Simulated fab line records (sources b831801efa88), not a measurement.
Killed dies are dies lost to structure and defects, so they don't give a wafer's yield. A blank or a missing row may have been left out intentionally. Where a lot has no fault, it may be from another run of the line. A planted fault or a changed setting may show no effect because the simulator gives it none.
What tool caused it? || flow gf180mcu || 36 wafers from 12 lots sampled at 5 of the route's 602 steps

WHAT THE GAUGES READ, wafer by wafer
GF_SAB_CD_MEAS_09 targets a cd of 420 nm.
{"lot": "L209", "measured": "day 15 14:01", "on": "cd-sem-01", "cd-nm (nm)": "415.1 416.2 416.8"}
{"lot": "L210", "measured": "day 15 18:47", "on": "cd-sem-02", "cd-nm (nm)": "417.5 417.7 417.5"}
{"lot": "L211", "measured": "day 16 05:49", "on": "cd-sem-01", "cd-nm (nm)": "418.1 418.5 418.3"}
{"lot": "L212", "measured": "day 16 11:06", "on": "cd-sem-01", "cd-nm (nm)": "420.0 421.9 420.6"}
{"lot": "L221", "measured": "day 19 18:26", "on": "cd-sem-01", "cd-nm (nm)": "419.2 418.9 418.7"}
{"lot": "L222", "measured": "day 20 05:42", "on": "cd-sem-02", "cd-nm (nm)": "421.2 422.1 423.0"}
{"lot": "L223", "measured": "day 20 19:58", "on": "cd-sem-01", "cd-nm (nm)": "421.9 420.6 422.0"}
{"lot": "L224", "measured": "day 21 00:00", "on": "cd-sem-01", "cd-nm (nm)": "416.2 418.7 418.6"}
{"lot": "L225", "measured": "day 21 12:45", "on": "cd-sem-02", "cd-nm (nm)": "420.4 421.7 420.7"}
{"lot": "L229", "measured": "day 22 13:43", "on": "cd-sem-01", "cd-nm (nm)": "422.6 423.6 425.3"}
{"lot": "L230", "measured": "day 22 21:59", "on": "cd-sem-02", "cd-nm (nm)": "418.5 419.1 420.0"}
{"lot": "L231", "measured": "day 23 08:16", "on": "cd-sem-02", "cd-nm (nm)": "420.9 421.0 421.6"}

GF_CONTACT_THK_MEAS_03.
{"lot": "L209", "measured": "day 15 15:12", "on": "film-metro-04", "CONTACT_CVD_02_THK (nm)": "860 865 883"}
{"lot": "L210", "measured": "day 15 19:59", "on": "film-metro-01", "CONTACT_CVD_02_THK (nm)": "854 862 880"}
{"lot": "L211", "measured": "day 16 07:05", "on": "film-metro-04", "CONTACT_CVD_02_THK (nm)": "1296 1312 1316"}
{"lot": "L212", "measured": "day 16 12:16", "on": "film-metro-04", "CONTACT_CVD_02_THK (nm)": "1291 1315 1305"}
{"lot": "L221", "measured": "day 19 19:37", "on": "film-metro-03", "CONTACT_CVD_02_THK (nm)": "859 842 852"}
{"lot": "L222", "measured": "day 20 06:53", "on": "film-metro-01", "CONTACT_CVD_02_THK (nm)": "849 865 874"}
{"lot": "L223", "measured": "day 20 21:11", "on": "film-metro-04", "CONTACT_CVD_02_THK (nm)": "852 861 868"}
{"lot": "L224", "measured": "day 21 01:13", "on": "film-metro-03", "CONTACT_CVD_02_THK (nm)": "872 879 878"}
{"lot": "L225", "measured": "day 21 13:58", "on": "film-metro-01", "CONTACT_CVD_02_THK (nm)": "835 860 845"}
{"lot": "L229", "measured": "day 22 14:57", "on": "film-metro-01", "CONTACT_CVD_02_THK (nm)": "849 881 872"}
{"lot": "L230", "measured": "day 22 23:10", "on": "film-metro-03", "CONTACT_CVD_02_THK (nm)": "861 851 857"}
{"lot": "L231", "measured": "day 23 09:27", "on": "film-metro-01", "CONTACT_CVD_02_THK (nm)": "864 878 860"}

WHICH TOOL RAN EACH LOT (tool, then ch and the chambers of the sampled wafers, then the start)
{"lot": "L209", "GF_NSD_STRIP_11": "plasma-asher-03 ch 0,1, day 13 18:28", "GF_SALICIDE_SPUTTER_02": "pvd-sputter-04, day 15 14:30", "GF_CONTACT_CVD_02": "pecvd-03 ch 0,2, day 15 15:08"}
{"lot": "L210", "GF_NSD_STRIP_11": "plasma-asher-02 ch 0, day 13 22:28", "GF_SALICIDE_SPUTTER_02": "pvd-sputter-04, day 15 19:17", "GF_CONTACT_CVD_02": "pecvd-03 ch 0,2, day 15 19:55"}
{"lot": "L211", "GF_NSD_STRIP_11": "plasma-asher-01 ch 0,1, day 14 09:10", "GF_SALICIDE_SPUTTER_02": "pvd-sputter-02, day 16 06:18", "GF_CONTACT_CVD_02": "pecvd-03 ch 0,2, day 16 07:01"}
{"lot": "L212", "GF_NSD_STRIP_11": "plasma-asher-02 ch 0,1, day 14 13:31", "GF_SALICIDE_SPUTTER_02": "pvd-sputter-01, day 16 11:33", "GF_CONTACT_CVD_02": "pecvd-03 ch 1,2, day 16 12:11"}
{"lot": "L221", "GF_NSD_STRIP_11": "plasma-asher-02 ch 0,1, day 17 17:28", "GF_SALICIDE_SPUTTER_02": "pvd-sputter-04, day 19 18:55", "GF_CONTACT_CVD_02": "pecvd-02 ch 0,1,2, day 19 19:33"}
{"lot": "L222", "GF_NSD_STRIP_11": "plasma-asher-01 ch 0,1, day 18 04:38", "GF_SALICIDE_SPUTTER_02": "pvd-sputter-04, day 20 06:10", "GF_CONTACT_CVD_02": "pecvd-03 ch 1,2, day 20 06:47"}
{"lot": "L223", "GF_NSD_STRIP_11": "plasma-asher-03 ch 0,1, day 18 18:39", "GF_SALICIDE_SPUTTER_02": "pvd-sputter-01, day 20 20:26", "GF_CONTACT_CVD_02": "pecvd-03 ch 0,1, day 20 21:05"}
{"lot": "L224", "GF_NSD_STRIP_11": "plasma-asher-03 ch 0,1, day 18 23:04", "GF_SALICIDE_SPUTTER_02": "pvd-sputter-01, day 21 00:29", "GF_CONTACT_CVD_02": "pecvd-03 ch 0,1, day 21 01:08"}
{"lot": "L225", "GF_NSD_STRIP_11": "plasma-asher-03 ch 0,1, day 19 12:08", "GF_SALICIDE_SPUTTER_02": "pvd-sputter-02, day 21 13:15", "GF_CONTACT_CVD_02": "pecvd-02 ch 0,2, day 21 13:53"}
{"lot": "L229", "GF_NSD_STRIP_11": "plasma-asher-03 ch 0,1, day 20 14:43", "GF_SALICIDE_SPUTTER_02": "pvd-sputter-01, day 22 14:14", "GF_CONTACT_CVD_02": "pecvd-03 ch 0,1, day 22 14:53"}
{"lot": "L230", "GF_NSD_STRIP_11": "plasma-asher-03 ch 0,1, day 20 22:59", "GF_SALICIDE_SPUTTER_02": "pvd-sputter-04, day 22 22:28", "GF_CONTACT_CVD_02": "pecvd-03 ch 0,1,2, day 22 23:06"}
{"lot": "L231", "GF_NSD_STRIP_11": "plasma-asher-01 ch 0,1, day 21 09:04", "GF_SALICIDE_SPUTTER_02": "pvd-sputter-01, day 23 08:43", "GF_CONTACT_CVD_02": "pecvd-04 ch 0,1,2, day 23 09:23"}
- GF_NSD_STRIP_11: strips in O2/N2.
- GF_SALICIDE_SPUTTER_02: material Co, target thk 10 nm, time 20 s.
- GF_CONTACT_CVD_02: deposits SiO2 from TEOS, target thk 860 nm, time 95.992 s.

AS READ BY THE TOOLS THEMSELVES (means over the sampled wafers that have a number; for cases with no such wafer, the mark the record gives instead)
GF_NSD_STRIP_11.
{"lot": "L209", "tool": "plasma-asher-03", "drypump-motor-current-A (A)": 6.0, "heater-power-w (W)": 286, "oes-product-au (a.u.)": 0.485, "strip-time-to-endpoint-s (s)": 22.98}
{"lot": "L210", "tool": "plasma-asher-02", "drypump-motor-current-A (A)": 4.8, "heater-power-w (W)": 309, "oes-product-au (a.u.)": 0.484, "strip-time-to-endpoint-s (s)": 22.96}
{"lot": "L211", "tool": "plasma-asher-01", "drypump-motor-current-A (A)": 5.9, "heater-power-w (W)": 316, "oes-product-au (a.u.)": 0.490, "strip-time-to-endpoint-s (s)": 23.02}
{"lot": "L212", "tool": "plasma-asher-02", "drypump-motor-current-A (A)": 5.4, "heater-power-w (W)": 294, "oes-product-au (a.u.)": 0.488, "strip-time-to-endpoint-s (s)": 22.94}
{"lot": "L221", "tool": "plasma-asher-02", "drypump-motor-current-A (A)": 5.4, "heater-power-w (W)": 294, "oes-product-au (a.u.)": 0.487, "strip-time-to-endpoint-s (s)": 23.02}
{"lot": "L222", "tool": "plasma-asher-01", "drypump-motor-current-A (A)": 5.9, "heater-power-w (W)": 318, "oes-product-au (a.u.)": 0.484, "strip-time-to-endpoint-s (s)": 22.96}
{"lot": "L223", "tool": "plasma-asher-03", "drypump-motor-current-A (A)": 6.0, "heater-power-w (W)": 295, "oes-product-au (a.u.)": 0.485, "strip-time-to-endpoint-s (s)": 22.95}
{"lot": "L224", "tool": "plasma-asher-03", "drypump-motor-current-A (A)": 5.9, "heater-power-w (W)": 299, "oes-product-au (a.u.)": 0.487, "strip-time-to-endpoint-s (s)": 23.00}
{"lot": "L225", "tool": "plasma-asher-03", "drypump-motor-current-A (A)": 5.9, "heater-power-w (W)": 305, "oes-product-au (a.u.)": 0.484, "strip-time-to-endpoint-s (s)": 22.98}
{"lot": "L229", "tool": "plasma-asher-03", "drypump-motor-current-A (A)": 5.9, "heater-power-w (W)": 303, "oes-product-au (a.u.)": 0.485, "strip-time-to-endpoint-s (s)": 22.90}
{"lot": "L230", "tool": "plasma-asher-03", "drypump-motor-current-A (A)": 5.9, "heater-power-w (W)": 306, "oes-product-au (a.u.)": 0.485, "strip-time-to-endpoint-s (s)": 22.93}
{"lot": "L231", "tool": "plasma-asher-01", "drypump-motor-current-A (A)": 5.4, "heater-power-w (W)": 298, "oes-product-au (a.u.)": 0.481, "strip-time-to-endpoint-s (s)": 22.94}

GF_SALICIDE_SPUTTER_02.
{"lot": "L209", "tool": "pvd-sputter-04", "throttle-valve-pct (%)": 30.0}
{"lot": "L210", "tool": "pvd-sputter-04", "throttle-valve-pct (%)": 28.5}
{"lot": "L211", "tool": "pvd-sputter-02", "throttle-valve-pct (%)": 27.6}
{"lot": "L212", "tool": "pvd-sputter-01", "throttle-valve-pct (%)": 30.4}
{"lot": "L221", "tool": "pvd-sputter-04", "throttle-valve-pct (%)": 29.5}
{"lot": "L222", "tool": "pvd-sputter-04", "throttle-valve-pct (%)": 29.0}
{"lot": "L223", "tool": "pvd-sputter-01", "throttle-valve-pct (%)": 30.3}
{"lot": "L224", "tool": "pvd-sputter-01", "throttle-valve-pct (%)": 29.7}
{"lot": "L225", "tool": "pvd-sputter-02", "throttle-valve-pct (%)": 29.4}
{"lot": "L229", "tool": "pvd-sputter-01", "throttle-valve-pct (%)": 30.6}
{"lot": "L230", "tool": "pvd-sputter-04", "throttle-valve-pct (%)": 29.6}
{"lot": "L231", "tool": "pvd-sputter-01", "throttle-valve-pct (%)": 30.1}

GF_CONTACT_CVD_02.
{"lot": "L209", "tool": "pecvd-03", "heater-power-w (W)": 720}
{"lot": "L210", "tool": "pecvd-03", "heater-power-w (W)": 714}
{"lot": "L211", "tool": "pecvd-03", "heater-power-w (W)": 748}
{"lot": "L212", "tool": "pecvd-03", "heater-power-w (W)": 706}
{"lot": "L221", "tool": "pecvd-02", "heater-power-w (W)": 576}
{"lot": "L222", "tool": "pecvd-03", "heater-power-w (W)": 689}
{"lot": "L223", "tool": "pecvd-03", "heater-power-w (W)": 593}
{"lot": "L224", "tool": "pecvd-03", "heater-power-w (W)": 676}
{"lot": "L225", "tool": "pecvd-02", "heater-power-w (W)": 529}
{"lot": "L229", "tool": "pecvd-03", "heater-power-w (W)": 599}
{"lot": "L230", "tool": "pecvd-03", "heater-power-w (W)": 699}
{"lot": "L231", "tool": "pecvd-04", "heater-power-w (W)": 537}

THE ANSWER, worked out from the rows above alone
Rule: the lots themselves supply what counts as usual. The widest of any qualifying gaps counts: lots, ordered by their means at a reading, are off when they make up no more than a third of the lots, leave a main group of 4 or more, and stand apart from it by 3 or more times the standard deviation of that group's means. Not used: any main group whose means are identical at the precision the tables above print for the reading. A lot without any number at a reading at which 4 lots or more have one is off too. The other lots that the step has rows for count as sound. Order of review: gauges by route order, followed by the tools' own readings, for which a lot's mean as printed above is used. At the first step where some lot is off, the reading lying furthest off is the one used; lots without a number count as furthest.
Off: L211, L212, at GF_CONTACT_THK_MEAS_03 (CONTACT_CVD_02_THK). The main group has a mean of 862 nm with a standard deviation of 8.5.
A tool fits if, at a process step before that reading, it ran every lot that is off, and no sound lot after the first of them. Gauges at GF_CONTACT_THK_MEAS_03: tried the same way as those tools. No candidate that was tried fits.

WHAT WAS PUT IN BY THE SIMULATOR
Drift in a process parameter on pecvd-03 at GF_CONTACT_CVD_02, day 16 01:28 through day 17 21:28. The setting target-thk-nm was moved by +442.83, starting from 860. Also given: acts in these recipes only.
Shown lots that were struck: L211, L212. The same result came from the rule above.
